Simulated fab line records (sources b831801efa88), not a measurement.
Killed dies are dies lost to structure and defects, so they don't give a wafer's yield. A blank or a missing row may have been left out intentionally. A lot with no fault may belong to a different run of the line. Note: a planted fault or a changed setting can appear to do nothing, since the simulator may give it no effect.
A lot that was struck, set against a sound lot | flow sky130 | 16 steps out of a route of 708
Sound: the wafers L743.3, L743.4, L743.6. Wafers L751.1, L751.5, L751.6 were the ones struck. The cause is named last.
Per side, at each step with rows, come the tool, then ch with its chambers, and then its first start. Under that, the readings that differ: sound wafers | struck wafers | difference of the means | sigmas: that difference in standard deviations of wafers without a fault.
alike: words and numbers the same on both sides, and readings whose means are apart by under 2 such deviations; not compared: readings that were withheld, readings missing a value for some wafer, numbers with overlapping values and no deviation given by the record, and bounds like >300 which may hide the same value.
Wherever a step has rows on one side only, a row that says differs or no value, or a row with sigmas, the two part there. When numbers do not overlap yet have no deviation, they are printed without sigmas and do not part them. A reading that every wafer of one side lacks parts them only if that side has two wafers or more.

SKY_VIA2_CMP_02: polishes SiO2.
  sound on cmp-01 ch 2,3, day 35 10:51; struck on cmp-02 ch 0,2,3, day 38 13:50
  alike: motor current A
SKY_VIA2_BOW_MEAS_03:
  sound: film metro-03 at day 35 11:15; struck: film metro-04 at day 38 14:02
  alike: VIA2_BOW
then, 8 steps without rows for these wafers: SKY_VIA2_DEHYDRATE_04 (time 60 s); SKY_VIA2_HMDS_05 (prime time 60 s); SKY_VIA2_COAT_06 (resist thk 60 nm); SKY_VIA2_COAT_07 (resist thk 450 nm); SKY_VIA2_SOFTBAKE_08 (time 90 s); SKY_VIA2_EXPOSE_09 (exposes mask VIM2, target cd 200 nm); SKY_VIA2_PEB_10; SKY_VIA2_DEVELOP_11 (develop time 60 s).
SKY_VIA2_CD_MEAS_12: target cd 200 nm.
  sound: cd sem-02 at day 36 13:47; struck: cd sem-02 at day 39 14:41
  alike: cd nm
SKY_VIA2_OVL_MEAS_13:
  sound: overlay-01 at day 36 13:52; struck: overlay-01 at day 39 14:49
  alike: VIA2_OVL
SKY_VIA2_ETCH_14: etches BARC in N2/H2, stops on SiO2, time 45.9 s, target depth 60 nm.
  sound on rie diel-04 ch 0,3, day 36 13:53; struck on rie diel-01 ch 1,2, day 39 14:50
  reading                                     | sound             | struck            | difference | sigmas
  oes product au (a.u.)                       | 0.847 0.858 0.861 | 0.993 0.979 0.995 | +0.134     | +27
  run length s (s)                            | 73.9 73.9 74.1    | 67.4 67.9 68.0    | -6.2       | -15
  model.KrF-thick_of_VIA2_COAT_07.thk nm (nm) | 391.5 392.3 392.5 | 399.1 400.6 400.9 | +8.1       |
  alike: chamber pressure mTorr, drypump motor current A, throttle valve pct
  not compared: rf hours counter h
SKY_VIA2_ETCH_15: etches SiO2 in C4F8/O2/Ar, stops on TiN, target depth 546 nm, time 84 s.
  sound on rie diel-04 ch 0,3, day 36 13:56; struck on rie diel-01 ch 1,2, day 39 14:53
  reading                                     | sound             | struck            | difference | sigmas
  chamber pressure mTorr (mTorr)              | 39.91 40.03 39.93 | 40.00 40.03 40.06 | +0.07      | +2
  model.KrF-thick_of_VIA2_COAT_07.thk nm (nm) | 282.4 282.5 282   | 288.4 292.5 290.3 | +8.1       |
  alike: oes product au, run length s
  not compared: rf hours counter h
SKY_VIA2_STRIP_16: strips in O2/N2.
  sound on plasma asher-02 ch 0,1, day 36 14:02; struck on plasma asher-02 ch 0,1, day 39 14:57
  reading                      | sound             | struck            | difference | sigmas
  strip time to endpoint s (s) | 4.030 4.042 4.028 | 4.098 4.146 4.122 | +0.089     | +4
  alike: chamber pressure mTorr, drypump motor current A, oes product au
  not compared: rf hours counter h
then, 1 step without rows for these wafers: SKY_VIA2_STRIP_17 (strips in post etch residue remover, time 1200 s).

== WHERE THEY PART ==
Last at SKY_VIA2_STRIP_16 as far as this record goes, first at SKY_VIA2_ETCH_14.

WHY: what the simulator had put in
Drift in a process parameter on rie diel-01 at SKY_VIA2_ETCH_14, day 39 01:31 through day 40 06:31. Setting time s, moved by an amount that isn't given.
